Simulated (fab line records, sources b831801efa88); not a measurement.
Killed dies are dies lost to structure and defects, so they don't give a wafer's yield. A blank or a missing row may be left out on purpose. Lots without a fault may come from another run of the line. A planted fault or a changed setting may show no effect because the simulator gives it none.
A struck lot beside a sound one | flow sky130 | 15 steps out of a route of 708
Sound: wafers L740.1, L740.4, L740.6. Struck: wafers L752.1, L752.3, L752.6. The cause comes at the end.
At each step with rows: each side's tool, then ch and its chambers, then its first start. Under that, the readings that differ: sound wafers | struck wafers | difference of the means | sigmas: that difference in standard deviations of wafers without a fault.
alike: readings whose means differ by less than 2 such deviations, and words and numbers that are the same on both sides. not compared: withheld readings, readings that some wafer has no value for, bounds like >300 that may hide the same value, and numbers for which the record gives no deviation and whose values overlap.
The two part at a step that has a row with sigmas, a row that says differs or no value, or rows on one side only. Numbers that don't overlap but have no deviation are shown without sigmas and don't part them. A reading that every wafer of one side lacks parts them only if that side has two wafers or more.

SKY_VIA2_ETCH_14: etches BARC in N2/H2, stops on SiO2, time 45.9 s, target depth 60 nm.
  sound on rie_diel-03 ch 0,1,2, day 37 04:52; struck on rie_diel-01 ch 0,2,3, day 41 09:11
  alike: drypump_motor_current_A, h2_flow_sccm, oes_product_au, throttle_valve_pct
  not compared: rf_hours_counter_h
SKY_VIA2_ETCH_15: etches SiO2 in C4F8/O2/Ar, stops on TiN, target depth 546 nm, time 84 s.
  sound on rie_diel-03 ch 0,1,2, day 37 04:55; struck on rie_diel-01 ch 0,2,3, day 41 09:14
  alike: oes_product_au
  not compared: rf_hours_counter_h
then, 5 steps without rows for these wafers: SKY_VIA2_STRIP_16 (strips in O2/N2); SKY_VIA2_STRIP_17 (strips in post etch residue remover, time 1200 s); SKY_VIA2_CLEAN_18 (cleans in IPA, time 180 s); SKY_VIA2_CLEAN_19 (cleans in O3/DIW); SKY_VIA2_SPUTTER_20 (material TiN, target thk 20 nm, time 80 s).
SKY_VIA2_CVD_21: deposits W, target thk 420 nm, time 126.4 s.
  sound on cvd_w-02 ch 0,1, day 37 05:45; struck on cvd_w-02 ch 0,1, day 41 09:59
  alike: chamber_pressure_Torr, heater_power_w
SKY_VIA2_RS_MEAS_22: measures by four-point-probe.
  sound on film_metro-03, day 37 05:53; struck on film_metro-04, day 41 10:07
  alike: VIA2_W_RS
SKY_VIA2_THK_MEAS_23: measures by xrf.
  sound on film_metro-03, day 37 06:00; struck on film_metro-04, day 41 10:14
  alike: VIA2_W_THK
SKY_VIA2_CMP_24: polishes, stops on SiO2, t overpolish 20 s, target thk 0 nm.
  sound on cmp-01 ch 0,1,2, day 37 06:04; struck on cmp-02 ch 1,3, day 41 10:17
  alike: motor_current_A, overpolish_run_s, time_to_endpoint_s
then, 1 step without rows for these wafers: SKY_METAL3_SPUTTER_00 (material Ti, target thk 15 nm, time 10 s).
SKY_METAL3_SPUTTER_01: material TiN, target thk 20 nm, time 16.7 s.
  sound on pvd_sputter-04, day 37 06:23; struck on pvd_sputter-04, day 41 10:37
  reading                                    | sound             | struck           | difference | sigmas
  model.TiN_of_METAL3_SPUTTER_01.thk_nm (nm) | 19.98 19.98 20.05 | 8.21 8.278 8.322 | -11.73     |
  alike: throttle_valve_pct
SKY_METAL3_SPUTTER_02: material AlCu, target thk 735 nm, time 39.1 s.
  sound on pvd_sputter-04, day 37 06:25; struck on pvd_sputter-04, day 41 10:38
  alike: throttle_valve_pct
SKY_PAD_OPEN_PROBE_99:
  the record has rows for the sound wafers here (prober-02, day 46 12:38) and none for the struck ones

WHERE THEY PART
Only at SKY_PAD_OPEN_PROBE_99, within this record.

WHY: what the simulator had put in
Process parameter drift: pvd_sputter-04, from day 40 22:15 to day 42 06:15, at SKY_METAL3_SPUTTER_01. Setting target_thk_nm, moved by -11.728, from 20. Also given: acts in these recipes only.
